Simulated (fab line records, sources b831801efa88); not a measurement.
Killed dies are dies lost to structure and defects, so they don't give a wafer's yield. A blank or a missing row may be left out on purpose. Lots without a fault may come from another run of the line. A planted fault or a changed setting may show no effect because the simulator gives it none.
Split-lot experiment | flow sfq_line | 5 lots, 15 wafers read, on a route of 325 steps

THE SPLIT
At SFQ_TRILAYER_M0_LITHO_COAT_026 (resist thk 62 nm), the setting resist_thk_nm was moved away from the recipe's 62 nm on 6 of the 15 wafers read, by -3.5% to +3.9%. The other wafers ran this setting at the recipe's value.

FROM THE SPLIT TO THE READING: what the file shows between them, 2 steps
- SFQ_TRILAYER_M0_LITHO_PEB_024: peb time 60 s (also split here: peb_temp_c)
- SFQ_TRILAYER_M0_LITHO_DEVELOP_023: time 60 s

THE READING
etch.depth_nm (the simulator's own value, which no gauge read), in nm, at SFQ_TRILAYER_M0_BARC_OPEN_METAL_ETCH_031 (etches BARC in O2, target depth 125 nm, time 41.7 s). The file gives no usual value for it. The 9 wafers here that ran the recipe average 62.04 nm, standard deviation 0.094 nm.

wafer  | tool, chamber at the split | resist_thk_nm as run, nm | against the recipe | etch.depth_nm, nm | against lot-mates on the recipe
L075.1 | litho_track-02, 0          | 59.84                    | -3.5%              | 59.88             | no lot-mate on the recipe
L075.3 | litho_track-02, 0          | 59.84                    | -3.5%              | 59.96             | no lot-mate on the recipe
L077.4 | litho_track-01, 0          | 64.43                    | +3.9%              | 64.48             | +2.52
L077.5 | litho_track-01, 0          | 62                       | recipe             | 62.09             | -
L077.6 | litho_track-01, 0          | 62                       | recipe             | 61.84             | -
L079.2 | litho_track-01, 0          | 62                       | recipe             | 61.99             | -
L079.4 | litho_track-01, 0          | 62                       | recipe             | 62.09             | -
L079.5 | litho_track-01, 0          | 62                       | recipe             | 62.02             | -
L083.3 | litho_track-04, 0          | 62                       | recipe             | 62.02             | -
L083.6 | litho_track-04, 0          | 60.94                    | -1.7%              | 61                | -1.02
L084.1 | litho_track-01, 0          | 62                       | recipe             | 62.03             | -
L084.2 | litho_track-01, 0          | 62                       | recipe             | 62.21             | -
L084.3 | litho_track-01, 0          | 64.01                    | +3.2%              | 64.17             | +2.06
L084.4 | litho_track-01, 0          | 64.01                    | +3.2%              | 63.94             | +1.83
L084.5 | litho_track-01, 0          | 62                       | recipe             | 62.08             | -

THE FIT
A straight line over all 15 wafers: etch.depth_nm changes by +0.616 nm for each +1% of resist_thk_nm; r = +1.00; the points scatter about the line by 0.092 nm.
The same after taking each lot's own level away (the mean of its wafers on the recipe; 13 wafers): +0.616 nm for each +1%; r = +1.00; scatter 0.093 nm.
On that fit, the largest move of resist_thk_nm shifts the reading by 2.4 nm.
The lots' own levels span 61.965 to 62.107 nm, that is 1.5 times the standard deviation above.
So the lot-to-lot level changes the slope little: the two slopes agree.
Check: with one of the wafers moved furthest among these (+3.9%) left out of the fit, the line predicts +2.35 nm for it against its lot-mates. It came out at +2.52 nm against them.

OTHER SPLITS ON THESE WAFERS
These wafers also went through other splits before the reading. Each is held against what the fit with the lots' levels taken away leaves over:
other split on the same wafers                   | wafers away from the commonest value | r with etch.depth_nm (lot level and that fit taken away)
SFQ_TRILAYER_INCOMING_OXIDATION_002 temp_c       | 10                                   | +0.20
SFQ_TRILAYER_L0_VIA_LITHO_COAT_013 resist_thk_nm | 5                                    | -0.39
SFQ_TRILAYER_M0_LITHO_PEB_024 peb_temp_c         | 4                                    | -0.10

THE WHOLE CHAIN: every reading that the file lists as answering this split, in the file's order
step                                     | what it does                                        | reading                                                                                    | change (the file's fit)               | r (the file's)
SFQ_TRILAYER_M0_LITHO_COAT_026           | resist thk 62 nm                                    | BARC_of_TRILAYER_M0_LITHO_COAT_026.thk_nm (the simulator's own value, which no gauge read) | +0.631 nm for each +1% of the setting | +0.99
SFQ_TRILAYER_M0_BARC_OPEN_METAL_ETCH_031 | etches BARC in O2, target depth 125 nm, time 41.7 s | etch.depth_nm (the simulator's own value, which no gauge read)                             | +0.618 nm for each +1% of the setting | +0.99

THE FILE'S OWN FIT
etch.depth_nm changes by +0.618 nm for each +1% of resist_thk_nm, r = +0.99.
